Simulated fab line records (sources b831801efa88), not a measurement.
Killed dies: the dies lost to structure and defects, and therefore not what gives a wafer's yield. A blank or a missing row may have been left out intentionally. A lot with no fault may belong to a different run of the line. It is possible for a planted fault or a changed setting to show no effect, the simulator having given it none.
Which tool did it? :: flow sky130 :: 27 wafers from 9 lots sampled at 2 of the route's 708 steps

WHAT THE GAUGES SHOWED, per wafer
SKY_LOCAL_INTERCONNECT_THK_MEAS_02: measures by xrf.
lot: L417
measured: day 29 05:48
on: film_metro-03
LOCAL_INTERCONNECT_TIN_THK (nm): 98.4 98.7 100.1

lot: L418
measured: day 29 12:42
on: film_metro-01
LOCAL_INTERCONNECT_TIN_THK (nm): 100.1 100.5 99.9

lot: L421
measured: day 30 14:19
on: film_metro-04
LOCAL_INTERCONNECT_TIN_THK (nm): 100.5 101.2 100.5

lot: L427
measured: day 33 03:38
on: film_metro-04
LOCAL_INTERCONNECT_TIN_THK (nm): 99.7 98.2 99.8

lot: L428
measured: day 33 13:52
on: film_metro-04
LOCAL_INTERCONNECT_TIN_THK (nm): 100.2 99.1 99.6

lot: L431
measured: day 34 00:00
on: film_metro-04
LOCAL_INTERCONNECT_TIN_THK (nm): 102.4 100.9 99.8

lot: L438
measured: day 36 04:14
on: film_metro-03
LOCAL_INTERCONNECT_TIN_THK (nm): 100.5 100.2 100.2

lot: L439
measured: day 36 06:48
on: film_metro-01
LOCAL_INTERCONNECT_TIN_THK (nm): 101.6 101.1 100.5

lot: L440
measured: day 36 21:31
on: film_metro-01
LOCAL_INTERCONNECT_TIN_THK (nm): 99.2 99.1 98.9

TOOL THAT RAN EACH LOT (tool first, then ch and the chambers of the sampled wafers, then the start)
lot: L417
SKY_GATE_OXIDE_OXIDATION_16: furnace-02 ch 0, day 13 22:13

lot: L418
SKY_GATE_OXIDE_OXIDATION_16: furnace-02 ch 0, day 14 05:37

lot: L421
SKY_GATE_OXIDE_OXIDATION_16: furnace-02 ch 0, day 15 07:39

lot: L427
SKY_GATE_OXIDE_OXIDATION_16: furnace-01 ch 0, day 17 21:43

lot: L428
SKY_GATE_OXIDE_OXIDATION_16: furnace-01 ch 0, day 18 06:40

lot: L431
SKY_GATE_OXIDE_OXIDATION_16: furnace-02 ch 0, day 19 00:20

lot: L438
SKY_GATE_OXIDE_OXIDATION_16: furnace-01 ch 0, day 21 12:44

lot: L439
SKY_GATE_OXIDE_OXIDATION_16: furnace-01 ch 0, day 21 16:52

lot: L440
SKY_GATE_OXIDE_OXIDATION_16: furnace-02 ch 0, day 22 09:29
- SKY_GATE_OXIDE_OXIDATION_16: stabilise 600 s, purge 300 s, target thk 3.57 nm.

THE ANSWER, worked out from the rows above alone
Rule: usual is defined by the lots themselves. Put in order of their means at a reading, lots are off if they are a third of the lots or fewer, leave a main group of 4 or more, and stand apart from it by a gap of 3 or more times the standard deviation of the main group's means; of several such gaps the widest counts. The tables above print the reading to a certain number of digits; a main group whose means all agree to those digits is not used. Also off: a lot with no number at a reading for which 4 or more lots have one. The other lots that the step has rows for count as sound.
None of the lots is off at any reading shown; this tells nothing.

WHAT HAD BEEN PUT IN BY THE SIMULATOR
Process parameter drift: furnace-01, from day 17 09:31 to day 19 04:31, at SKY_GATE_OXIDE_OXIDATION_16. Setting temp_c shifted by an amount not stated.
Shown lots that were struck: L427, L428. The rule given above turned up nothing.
